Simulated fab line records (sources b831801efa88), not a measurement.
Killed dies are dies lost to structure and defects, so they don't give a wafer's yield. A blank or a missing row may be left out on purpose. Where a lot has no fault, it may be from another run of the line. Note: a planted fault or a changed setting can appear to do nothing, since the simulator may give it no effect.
Check of tool commonality + flow gf180mcu + 13 lots, 39 wafers sampled

WHAT PROMPTED THE OPENING
GF_HV_LDD_THK_MEAS_55, reading HV_LDD_CVD_54_THK: flagged on 1 of 13 lots. No-fault wafers: 10.05 nm, standard deviation 0.15.
Rule: flag the lot when none of its wafers has a number, or when each of its wafers that has one lies beyond 4 standard deviations from that mean. The rest of the lots are taken to be sound.

| lot  | measured     | on            | HV_LDD_CVD_54_THK (nm), wafer by wafer | flag    |
|------|--------------|---------------|----------------------------------------|---------|
| L344 | day 12 07:28 | film metro-03 | 10.04 10.03 10.02                      |         |
| L345 | day 12 15:18 | film metro-04 | 10.19 10.19 10.11                      |         |
| L346 | day 13 03:31 | film metro-03 | 10.06 10.24 10.10                      |         |
| L348 | day 13 19:33 | film metro-02 | 9.93 9.94 9.86                         |         |
| L349 | day 14 01:46 | film metro-02 | 9.76 10.00 9.88                        |         |
| L355 | day 16 02:36 | film metro-03 | 6.21 6.19 6.25                         | FLAGGED |
| L357 | day 16 17:50 | film metro-03 | 10.28 10.21 10.35                      |         |
| L362 | day 18 13:16 | film metro-04 | 9.89 9.84 9.89                         |         |
| L363 | day 18 22:02 | film metro-02 | 9.91 10.00 10.02                       |         |
| L364 | day 19 08:36 | film metro-03 | 9.96 10.09 10.05                       |         |
| L365 | day 19 19:13 | film metro-02 | 10.31 10.20 10.18                      |         |
| L366 | day 19 21:46 | film metro-03 | 10.10 10.16 10.05                      |         |
| L367 | day 20 04:12 | film metro-03 | 9.97 10.00 10.03                       |         |
Average over the flagged lots: 6.22 nm; offset from the usual -3.83 nm, equal to -26 standard deviations.

WHICH TOOL EACH LOT WENT THROUGH
The record holds 1 process step before the reading, out of a route of 602 steps. Read each cell as the tool, then ch plus the chambers that the sampled wafers visited, then the start.
| lot  | flag    | GF_HV_LDD_CVD_54            |
|------|---------|-----------------------------|
| L344 |         | lpcvd-01 ch 1, day 12 06:27 |
| L345 |         | lpcvd-02 ch 0, day 12 14:17 |
| L346 |         | lpcvd-01 ch 0, day 13 01:59 |
| L348 |         | lpcvd-01 ch 1, day 13 18:32 |
| L349 |         | lpcvd-02 ch 0, day 14 00:44 |
| L355 | FLAGGED | lpcvd-02 ch 0, day 16 01:35 |
| L357 |         | lpcvd-02 ch 1, day 16 16:48 |
| L362 |         | lpcvd-01 ch 0, day 18 11:44 |
| L363 |         | lpcvd-01 ch 0, day 18 20:29 |
| L364 |         | lpcvd-01 ch 1, day 19 07:03 |
| L365 |         | lpcvd-01 ch 1, day 19 18:12 |
| L366 |         | lpcvd-02 ch 1, day 19 20:44 |
| L367 |         | lpcvd-01 ch 0, day 20 03:11 |
What these steps do:
- GF_HV_LDD_CVD_54: deposits SiO2 from TEOS, target thk 10 nm, time 75 s.
- GF_HV_LDD_THK_MEAS_55

FLAGGED OVER TOTAL, TOOL BY TOOL (the gauges that took the reading come last)
| step                  | tool          | lots run | flagged | share of the flagged lots | sound lots run after its first flagged lot |
|-----------------------|---------------|----------|---------|---------------------------|--------------------------------------------|
| GF_HV_LDD_CVD_54      | lpcvd-01      | 8        | 0       | none                      | -                                          |
| GF_HV_LDD_CVD_54      | lpcvd-02      | 5        | 1       | all                       | 2 (L357,L366)                              |
| GF_HV_LDD_THK_MEAS_55 | film metro-02 | 4        | 0       | none                      | -                                          |
| GF_HV_LDD_THK_MEAS_55 | film metro-03 | 7        | 1       | all                       | 4 (L357,L364,L366,L367)                    |
| GF_HV_LDD_THK_MEAS_55 | film metro-04 | 2        | 0       | none                      | -                                          |

WHAT THE TABLE ALLOWS
2 rows of the table ran every flagged lot: lpcvd-02 at GF_HV_LDD_CVD_54, film metro-03 at GF_HV_LDD_THK_MEAS_55.
- lpcvd-02 at GF_HV_LDD_CVD_54 ran 5 lots, 1 of them flagged. Sound lots followed the first flagged one (L357, L366) on it, something a lasting fault affecting the whole tool could not allow.
- film metro-03 at GF_HV_LDD_THK_MEAS_55 ran 7 lots, 1 of them flagged. Sound lots followed the first flagged one (L357, L364, L366, L367) on it, something a lasting fault affecting the whole tool could not allow.
Not one row of the table ran every flagged lot while running no sound lot after the first.

WHAT THE SIMULATOR HAD INSERTED
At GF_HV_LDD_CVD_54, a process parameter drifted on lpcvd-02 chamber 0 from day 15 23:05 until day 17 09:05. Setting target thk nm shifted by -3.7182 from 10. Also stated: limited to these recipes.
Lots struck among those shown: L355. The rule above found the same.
